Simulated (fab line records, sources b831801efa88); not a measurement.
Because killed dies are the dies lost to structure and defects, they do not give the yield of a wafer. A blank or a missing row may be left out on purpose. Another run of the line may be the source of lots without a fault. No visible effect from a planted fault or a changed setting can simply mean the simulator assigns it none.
fab line records    flow gf180mcu
record: lots: 15  wafers: 45  lastDay: 34
route steps=602 shown HV_LDD@204 V1@336
lots that met no fault: taken from a fault-free run of the same line
startH: hours from the record's first day to the start of the lot's first wafer shown    waitH: hours since the lot's step before    " repeats the value in the row above    L1.1+2: several wafers, shown together as one row    - no value, or no start was given    * or withheld: withheld    < > ~ a bound
route shown NAME@n: NAME is a module with steps in the file, n the number in the route of the first one    usual: mean/standard deviation taken from wafers without a fault    same: alike in all rows    chamber/n: place in a boat    sites: the reading at each site    _std_site: their standard deviation    _edge_site: mean of outer sites minus mean of inner sites    radiusMm: how far each site lies from the wafer's centre    mask NAME#n: copy n    behind: the most recent tool/chamber to have shaped the wafer    hold: what put the lot on hold/how long, in hours/how the hold closed    device: whichever transistor did not switch (one of n, p or np)    end of line: at the end of the route, the tests of the same wafers    a step given without rows: its recipe and nothing more    killed: not the wafer's yield, but the dies lost to structure and defects at the first sort    map: a wafer's dies, marking killed ones x, the rest . and places with no die _
set.NAME: the run value of the setting; set.NAME@STEP: its run value at that earlier step    model.NAME: the simulator's own value behind a step, which no gauge read
steps of the route over a sample of lots; a table a step, a row a wafer
services: from which hour (startH, from the record's first day; less than 0 if before it) a tool's chamber was out of use, for how many hours, and why
== steps ==
step: GF_HV_LDD_EXPOSE_28
recipe: maskId: Nplus_HV_AREA  targetCdNm: 400  na: 0.6  sourceShape: conventional  sigmaOuter: 0.6  doseMj: 140
usual: reticleTempC: 23.01/0.1
lot.wafer  tool             chamber  startH  waitH  mask             reticleTempC
L560.4     ilineStepper-02  0        247.64  -      Nplus_HV_AREA#0  23.07
L560.5     "                0        "       "      Nplus_HV_AREA#0  22.99
L560.6     "                0        "       "      Nplus_HV_AREA#0  23.20
L564.2     ilineStepper-02  0        283.10  -      Nplus_HV_AREA#0  22.94
L564.4     "                0        "       "      Nplus_HV_AREA#0  23.15
L564.6     "                0        "       "      Nplus_HV_AREA#0  23.17
L565.1     ilineStepper-01  0        291.88  -      Nplus_HV_AREA#0  23.11
L565.2     "                0        "       "      Nplus_HV_AREA#0  23.11
L565.5     "                0        "       "      Nplus_HV_AREA#0  22.98
L566.2     ilineStepper-01  0        298.43  -      Nplus_HV_AREA#0  22.98
L566.3     "                0        "       "      Nplus_HV_AREA#0  22.94
L566.4     "                0        "       "      Nplus_HV_AREA#0  22.78
L568.1     ilineStepper-02  0        313.61  -      Nplus_HV_AREA#0  22.97
L568.2     "                0        "       "      Nplus_HV_AREA#0  23.02
L568.6     "                0        "       "      Nplus_HV_AREA#0  23.07
L569.1     ilineStepper-02  0        323.41  -      Nplus_HV_AREA#0  22.98
L569.4     "                0        "       "      Nplus_HV_AREA#0  23.16
L569.5     "                0        "       "      Nplus_HV_AREA#0  22.94
L570.2     ilineStepper-02  0        328.13  -      Nplus_HV_AREA#0  23.11
L570.5     "                0        "       "      Nplus_HV_AREA#0  23.19
L570.6     "                0        "       "      Nplus_HV_AREA#0  22.97
L571.1     ilineStepper-01  0        334.78  -      Nplus_HV_AREA#0  23.09
L571.2     "                0        "       "      Nplus_HV_AREA#0  23.04
L571.4     "                0        "       "      Nplus_HV_AREA#0  23.04
L572.1     ilineStepper-02  0        343.93  -      Nplus_HV_AREA#0  23.15
L572.4     "                0        "       "      Nplus_HV_AREA#0  22.93
L572.5     "                0        "       "      Nplus_HV_AREA#0  23.03
L573.1     ilineStepper-01  0        350.79  -      Nplus_HV_AREA#0  22.96
L573.3     "                0        "       "      Nplus_HV_AREA#0  22.89
L573.5     "                0        "       "      Nplus_HV_AREA#0  22.79
L574.3     ilineStepper-02  0        355.97  -      Nplus_HV_AREA#0  23.18
L574.5     "                0        "       "      Nplus_HV_AREA#0  23.05
L574.6     "                0        "       "      Nplus_HV_AREA#0  23.07
L577.3     ilineStepper-01  0        392.05  -      Nplus_HV_AREA#0  22.84
L577.4     "                0        "       "      Nplus_HV_AREA#0  22.75
L577.5     "                0        "       "      Nplus_HV_AREA#0  22.89
L579.1     ilineStepper-02  0        400.34  -      Nplus_HV_AREA#0  23.11
L579.4     "                0        "       "      Nplus_HV_AREA#0  22.97
L579.6     "                0        "       "      Nplus_HV_AREA#0  22.93
L580.1     ilineStepper-01  0        409.53  -      Nplus_HV_AREA#0  23.06
L580.2     "                0        "       "      Nplus_HV_AREA#0  23.12
L580.6     "                0        "       "      Nplus_HV_AREA#0  23.04
L581.2     ilineStepper-01  0        422.23  -      Nplus_HV_AREA#0  23.01
L581.3     "                0        "       "      Nplus_HV_AREA#0  23.08
L581.4     "                0        "       "      Nplus_HV_AREA#0  23.09
step: GF_HV_LDD_OVL_MEAS_32
usual: HV_LDD_02_OVL: -0.5/1.3
lot.wafer  tool        chamber  startH  waitH  hold                     HV_LDD_02_OVL[nm]
L560.4     overlay-01  -        256.95  0.1    -                        -0.5
L560.5     "           -        "       "      -                        -1.8
L560.6     "           -        "       "      -                        -0.6
L564.2     overlay-02  -        293.09  0.1    -                        -0.7
L564.4     "           -        "       "      -                        -0.4
L564.6     "           -        "       "      -                        1.2
L565.1     overlay-02  -        301.18  0.1    -                        0.4
L565.2     "           -        "       "      -                        1.4
L565.5     "           -        "       "      -                        0.9
L566.2     overlay-01  -        308.69  0.1    -                        -1.2
L566.3     "           -        "       "      -                        -3.5
L566.4     "           -        "       "      -                        -0.4
L568.1     overlay-02  -        323.43  0.1    -                        1.0
L568.2     "           -        "       "      -                        1.0
L568.6     "           -        "       "      -                        1.4
L569.1     overlay-01  -        333.83  0.1    -                        -0.6
L569.4     "           -        "       "      -                        -1.1
L569.5     "           -        "       "      -                        0.1
L570.2     overlay-01  -        338.24  0.1    -                        -2.5
L570.5     "           -        "       "      -                        -2.9
L570.6     "           -        "       "      -                        -0.6
L571.1     overlay-01  -        344.23  0.1    -                        -1.4
L571.2     "           -        "       "      -                        -1.3
L571.4     "           -        "       "      -                        0.2
L572.1     overlay-01  -        354.73  0.1    awaitDispo/0.2h/release  204.3
L572.4     "           -        "       "      awaitDispo/0.2h/release  203.6
L572.5     "           -        "       "      awaitDispo/0.2h/release  201.6
L572.1     overlay-01  -        354.93  0.2    -                        205.2
L572.4     "           -        "       "      -                        203.3
L572.5     "           -        "       "      -                        202.2
L573.1     overlay-02  -        361.13  0.1    -                        -0.8
L573.3     "           -        "       "      -                        -0.5
L573.5     "           -        "       "      -                        1.5
L574.3     overlay-01  -        366.29  0.1    awaitDispo/0.2h/release  201.9
L574.5     "           -        "       "      awaitDispo/0.2h/release  202.3
L574.6     "           -        "       "      awaitDispo/0.2h/release  201.0
L574.3     overlay-01  -        366.50  0.2    -                        202.2
L574.5     "           -        "       "      -                        202.6
L574.6     "           -        "       "      -                        200.7
L577.3     overlay-01  -        403.79  0.1    -                        -0.4
L577.4     "           -        "       "      -                        -0.7
L577.5     "           -        "       "      -                        -1.8
L579.1     overlay-02  -        411.48  0.1    awaitDispo/0.2h/release  204.0
L579.4     "           -        "       "      awaitDispo/0.2h/release  202.7
L579.6     "           -        "       "      awaitDispo/0.2h/release  203.7
L579.1     overlay-02  -        411.68  0.2    -                        203.9
L579.4     "           -        "       "      -                        202.7
L579.6     "           -        "       "      -                        203.9
L580.1     overlay-02  -        421.28  0.1    -                        0.9
L580.2     "           -        "       "      -                        1.1
L580.6     "           -        "       "      -                        1.0
L581.2     overlay-02  -        434.84  0.1    -                        -0.9
L581.3     "           -        "       "      -                        1.7
L581.4     "           -        "       "      -                        0.3
step: GF_V1_THK_MEAS_01
recipe: reads: SiO2_of_V1_CVD_00
usual: V1_CVD_00_THK: 601/8.1
lot.wafer  tool          chamber  startH  waitH  V1_CVD_00_THK[nm]
L560.4     filmMetro-01  -        390.17  0.0    591
L560.5     "             -        "       "      604
L560.6     "             -        "       "      596
L564.2     filmMetro-02  -        433.81  0.0    596
L564.4     "             -        "       "      594
L564.6     "             -        "       "      597
L565.1     filmMetro-01  -        445.00  0.0    607
L565.2     "             -        "       "      605
L565.5     "             -        "       "      609
L566.2     filmMetro-04  -        450.66  0.0    593
L566.3     "             -        "       "      601
L566.4     "             -        "       "      604
L568.1     filmMetro-02  -        469.59  0.0    598
L568.2     "             -        "       "      598
L568.6     "             -        "       "      601
L569.1     filmMetro-01  -        483.58  0.0    609
L569.4     "             -        "       "      611
L569.5     "             -        "       "      603
L570.2     filmMetro-02  -        488.26  0.0    611
L570.5     "             -        "       "      617
L570.6     "             -        "       "      610
L571.1     filmMetro-02  -        496.25  0.0    601
L571.2     "             -        "       "      601
L571.4     "             -        "       "      602
L573.1     filmMetro-01  -        511.68  0.0    615
L573.3     "             -        "       "      609
L573.5     "             -        "       "      606
L577.3     filmMetro-01  -        556.80  0.1    608
L577.4     "             -        "       "      600
L577.5     "             -        "       "      613
L580.1     filmMetro-02  -        570.57  0.0    604
L580.2     "             -        "       "      595
L580.6     "             -        "       "      599
L581.2     filmMetro-01  -        583.57  0.0    598
L581.3     "             -        "       "      593
L581.4     "             -        "       "      596
step: GF_V1_BOW_MEAS_05
recipe: mode: bow
usual: V1_BOW: 82/8
lot.wafer  tool          chamber  startH  waitH  V1_BOW[um]
L560.4     filmMetro-02  -        390.69  0.2    72
L560.5     "             -        "       "      67
L560.6     "             -        "       "      81
L564.2     filmMetro-04  -        434.31  0.2    86
L564.4     "             -        "       "      86
L564.6     "             -        "       "      76
L565.1     filmMetro-02  -        445.49  0.2    85
L565.2     "             -        "       "      80
L565.5     "             -        "       "      80
L566.2     filmMetro-04  -        451.16  0.2    80
L566.3     "             -        "       "      77
L566.4     "             -        "       "      82
L568.1     filmMetro-02  -        470.08  0.2    99
L568.2     "             -        "       "      84
L568.6     "             -        "       "      66
L569.1     filmMetro-04  -        484.07  0.2    82
L569.4     "             -        "       "      82
L569.5     "             -        "       "      91
L570.2     filmMetro-04  -        488.76  0.2    75
L570.5     "             -        "       "      87
L570.6     "             -        "       "      73
L571.1     filmMetro-02  -        496.73  0.1    82
L571.2     "             -        "       "      87
L571.4     "             -        "       "      95
L573.1     filmMetro-04  -        512.17  0.2    82
L573.3     "             -        "       "      75
L573.5     "             -        "       "      74
L577.3     filmMetro-01  -        557.31  0.3    85
L577.4     "             -        "       "      91
L577.5     "             -        "       "      89
L580.1     filmMetro-02  -        571.06  0.1    77
L580.2     "             -        "       "      85
L580.6     "             -        "       "      86
L581.2     filmMetro-04  -        584.07  0.3    83
L581.3     "             -        "       "      86
L581.4     "             -        "       "      83
step: GF_V1_CD_MEAS_14
recipe: targetCdNm: 260
usual: cdNm: 260.3/1.1
lot.wafer  tool      chamber  startH  waitH  cdNm
L560.4     cdSem-02  -        413.87  0.1    258.9
L560.5     "         -        "       "      259.8
L560.6     "         -        "       "      257.9
L564.2     cdSem-02  -        458.84  0.1    261.7
L564.4     "         -        "       "      260.3
L564.6     "         -        "       "      260.2
L565.1     cdSem-02  -        470.07  0.1    259.5
L565.2     "         -        "       "      259.0
L565.5     "         -        "       "      259.3
L566.2     cdSem-01  -        475.48  0.1    260.8
L566.3     "         -        "       "      261.8
L566.4     "         -        "       "      261.6
L568.1     cdSem-01  -        494.37  0.1    259.7
L568.2     "         -        "       "      259.9
L568.6     "         -        "       "      261.3
L569.1     cdSem-01  -        507.72  0.1    259.8
L569.4     "         -        "       "      259.6
L569.5     "         -        "       "      261.2
L570.2     cdSem-02  -        512.64  0.1    259.5
L570.5     "         -        "       "      259.0
L570.6     "         -        "       "      259.0
L571.1     cdSem-02  -        520.16  0.1    261.4
L571.2     "         -        "       "      260.5
L571.4     "         -        "       "      260.9
L573.1     cdSem-02  -        535.72  0.1    260.6
L573.3     "         -        "       "      260.3
L573.5     "         -        "       "      259.3
L577.3     cdSem-01  -        579.10  0.1    261.9
L577.4     "         -        "       "      263.0
L577.5     "         -        "       "      262.0
L580.1     cdSem-02  -        592.97  0.1    260.4
L580.2     "         -        "       "      259.7
L580.6     "         -        "       "      259.4
L581.2     cdSem-01  -        605.08  0.1    258.8
L581.3     "         -        "       "      259.2
L581.4     "         -        "       "      259.2
== services ==
tool             chamber  startH  hours  kind
ilineStepper-02  -        274.81  1.7    pm
ilineStepper-02  -        277.01  5.2    repair
ilineStepper-01  -        311.37  1.7    pm
ilineStepper-01  -        318.43  0.5    repair
ilineStepper-02  0        359.86  -      calibration
ilineStepper-02  -        361.58  4.8    repair
ilineStepper-01  -        365.48  1.6    repair
ilineStepper-02  -        380.68  7.8    repair
== key ==
firstSign: step: GF_HV_LDD_OVL_MEAS_32  reading: visit  direction: added
effect: step: GF_HV_LDD_OVL_MEAS_32  reading: HV_LDD_02_OVL  direction: up  sigmas: 99+  usual: -0.5  struck: 202.8
metAt GF_HV_LDD_EXPOSE_28
struckLots L572,L574,L579
scrappedBehind GF_HV_LDD_OVL_MEAS_32 L572.1,L572.4,L572.5,L574.3,L574.5,L574.6,L579.1,L579.4,L579.6
notActingAt GF_V1_THK_MEAS_01,GF_V1_BOW_MEAS_05,GF_V1_CD_MEAS_14
onsetBetween 328.13 343.93
fault: kind: scannerMatchingOverlay  tool: ilineStepper-02  chamber: -  onsetH: 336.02  steps: GF_HV_LDD_EXPOSE_28  offset: 202.96
